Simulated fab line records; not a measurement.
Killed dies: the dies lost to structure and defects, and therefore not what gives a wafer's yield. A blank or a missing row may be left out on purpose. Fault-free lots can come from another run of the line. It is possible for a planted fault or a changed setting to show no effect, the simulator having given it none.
Which tool is to blame? || flow sky130 || Sampling: 11 lots, 32 wafers, 5 of 708 route steps

== WHAT EACH GAUGE READ, for each wafer ==
SKY_VIA3_THK_MEAS_01.
{"lot": "L324", "measured": "day 38 06:19", "on": "filmMetro-04", "VIA3_HDPCVD_THK (nm)": "1608 1608 1608"}
{"lot": "L328", "measured": "day 40 07:32", "on": "filmMetro-03", "VIA3_HDPCVD_THK (nm)": "1627 1606 1632"}
{"lot": "L326", "measured": "day 40 07:55", "on": "filmMetro-04", "VIA3_HDPCVD_THK (nm)": "1630 1638 1617"}
{"lot": "L329", "measured": "day 40 08:14", "on": "filmMetro-02", "VIA3_HDPCVD_THK (nm)": "1620 1627 1628"}
{"lot": "L330", "measured": "day 40 11:20", "on": "filmMetro-04", "VIA3_HDPCVD_THK (nm)": "1632 1645 1628"}
{"lot": "L331", "measured": "day 40 17:24", "on": "filmMetro-03", "VIA3_HDPCVD_THK (nm)": "1628 1655 1665"}
{"lot": "L332", "measured": "day 40 20:20", "on": "filmMetro-03", "VIA3_HDPCVD_THK (nm)": "1629 1643 1645"}
{"lot": "L338", "measured": "day 42 16:45", "on": "filmMetro-03", "VIA3_HDPCVD_THK (nm)": "1626 1709 1624 1710"}
{"lot": "L345", "measured": "day 44 12:08", "on": "filmMetro-04", "VIA3_HDPCVD_THK (nm)": "1635 1623 1629"}
{"lot": "L344", "measured": "day 44 14:26", "on": "filmMetro-02", "VIA3_HDPCVD_THK (nm)": "1636 1635 1640"}
{"lot": "L347", "measured": "day 44 20:56", "on": "filmMetro-04", "VIA3_HDPCVD_THK (nm)": "1618 1640 1639"}

== WHAT TOOL EACH LOT RAN ON (gives the tool, then ch and the chambers of the sampled wafers, and finally the start) ==
{"lot": "L324", "SKY_METAL2_SPUTTER_04": "pvdSputter-04, day 33 16:08", "SKY_CAPM_METAL_ETCH_13": "rieMetal-03 ch 0,1, day 37 02:22", "SKY_METAL3_STRIP_19": "plasmaAsher-04 ch 0,1, day 38 05:31", "SKY_VIA3_HDPCVD_00": "hdpcvd-02 ch 0,1,2, day 38 06:09"}
{"lot": "L328", "SKY_METAL2_SPUTTER_04": "pvdSputter-03, day 35 20:10", "SKY_CAPM_METAL_ETCH_13": "rieMetal-04 ch 0,1, day 39 04:44", "SKY_METAL3_STRIP_19": "plasmaAsher-01 ch 0,1, day 40 06:46", "SKY_VIA3_HDPCVD_00": "hdpcvd-02 ch 0,1,2, day 40 07:21"}
{"lot": "L326", "SKY_METAL2_SPUTTER_04": "pvdSputter-03, day 35 20:52", "SKY_CAPM_METAL_ETCH_13": "rieMetal-02 ch 1, day 39 05:02", "SKY_METAL3_STRIP_19": "plasmaAsher-02 ch 0,1, day 40 07:07", "SKY_VIA3_HDPCVD_00": "hdpcvd-01 ch 0,2, day 40 07:43"}
{"lot": "L329", "SKY_METAL2_SPUTTER_04": "pvdSputter-02, day 35 20:56", "SKY_CAPM_METAL_ETCH_13": "rieMetal-04 ch 1, day 39 05:43", "SKY_METAL3_STRIP_19": "plasmaAsher-04 ch 0,1, day 40 07:28", "SKY_VIA3_HDPCVD_00": "hdpcvd-02 ch 0,2, day 40 08:04"}
{"lot": "L330", "SKY_METAL2_SPUTTER_04": "pvdSputter-02, day 36 01:52", "SKY_CAPM_METAL_ETCH_13": "rieMetal-02 ch 0,1, day 39 09:14", "SKY_METAL3_STRIP_19": "plasmaAsher-02 ch 0,1, day 40 10:34", "SKY_VIA3_HDPCVD_00": "hdpcvd-01 ch 0,1,2, day 40 11:10"}
{"lot": "L331", "SKY_METAL2_SPUTTER_04": "pvdSputter-02, day 36 07:44", "SKY_CAPM_METAL_ETCH_13": "rieMetal-02 ch 0, day 39 15:11", "SKY_METAL3_STRIP_19": "plasmaAsher-02 ch 0,1, day 40 16:34", "SKY_VIA3_HDPCVD_00": "hdpcvd-01 ch 0,2, day 40 17:14"}
{"lot": "L332", "SKY_METAL2_SPUTTER_04": "pvdSputter-04, day 36 08:33", "SKY_CAPM_METAL_ETCH_13": "rieMetal-02 ch 0,1, day 39 17:50", "SKY_METAL3_STRIP_19": "plasmaAsher-01 ch 0,1, day 40 19:31", "SKY_VIA3_HDPCVD_00": "hdpcvd-01 ch 0,2, day 40 20:10"}
{"lot": "L338", "SKY_METAL2_SPUTTER_04": "pvdSputter-04, day 38 12:42", "SKY_CAPM_METAL_ETCH_13": "rieMetal-03 ch 1, day 41 15:40", "SKY_METAL3_STRIP_19": "plasmaAsher-01 ch 0, day 42 15:56", "SKY_VIA3_HDPCVD_00": "hdpcvd-02 ch 0,2, day 42 16:38"}
{"lot": "L345", "SKY_METAL2_SPUTTER_04": "pvdSputter-02, day 40 10:17", "SKY_CAPM_METAL_ETCH_13": "rieMetal-03 ch 1, day 43 11:49", "SKY_METAL3_STRIP_19": "plasmaAsher-04 ch 0,1, day 44 11:20", "SKY_VIA3_HDPCVD_00": "hdpcvd-01 ch 0,2, day 44 11:58"}
{"lot": "L344", "SKY_METAL2_SPUTTER_04": "pvdSputter-02, day 40 11:19", "SKY_CAPM_METAL_ETCH_13": "rieMetal-04 ch 0,1, day 43 13:53", "SKY_METAL3_STRIP_19": "plasmaAsher-04 ch 0,1, day 44 13:40", "SKY_VIA3_HDPCVD_00": "hdpcvd-01 ch 0,1,2, day 44 14:15"}
{"lot": "L347", "SKY_METAL2_SPUTTER_04": "pvdSputter-02, day 40 21:18", "SKY_CAPM_METAL_ETCH_13": "rieMetal-03 ch 0, day 43 21:14", "SKY_METAL3_STRIP_19": "plasmaAsher-02 ch 0, day 44 20:10", "SKY_VIA3_HDPCVD_00": "hdpcvd-01 ch 0,1, day 44 20:45"}
- SKY_METAL2_SPUTTER_04: material TiN, target thk 70 nm, time 58.3 s.
- SKY_CAPM_METAL_ETCH_13: etches TiN in Cl2/BCl3, stops on SiO2, target depth 220 nm, time 62.9 s.
- SKY_METAL3_STRIP_19: strips in O2/N2.
- SKY_VIA3_HDPCVD_00: deposits SiO2, target thk 1635 nm, time 272.5 s.

== THE ANSWER, worked out from the rows above alone ==
Rule: usual is defined by the lots themselves. Put in order of their means at a reading, lots are off if they are a third of the lots or fewer, leave a main group of 4 or more, and stand apart from it by a gap of 3 or more times the standard deviation of the main group's means; of several such gaps the widest counts. The tables above print the reading to a certain number of digits; a main group whose means all agree to those digits is not used. A lot without any number at a reading at which 4 lots or more have one is off too. The other lots that the step has rows for count as sound.
Across all readings shown, no lot is off: no conclusion can be drawn from this.

== WHAT HAD BEEN PUT IN BY THE SIMULATOR ==
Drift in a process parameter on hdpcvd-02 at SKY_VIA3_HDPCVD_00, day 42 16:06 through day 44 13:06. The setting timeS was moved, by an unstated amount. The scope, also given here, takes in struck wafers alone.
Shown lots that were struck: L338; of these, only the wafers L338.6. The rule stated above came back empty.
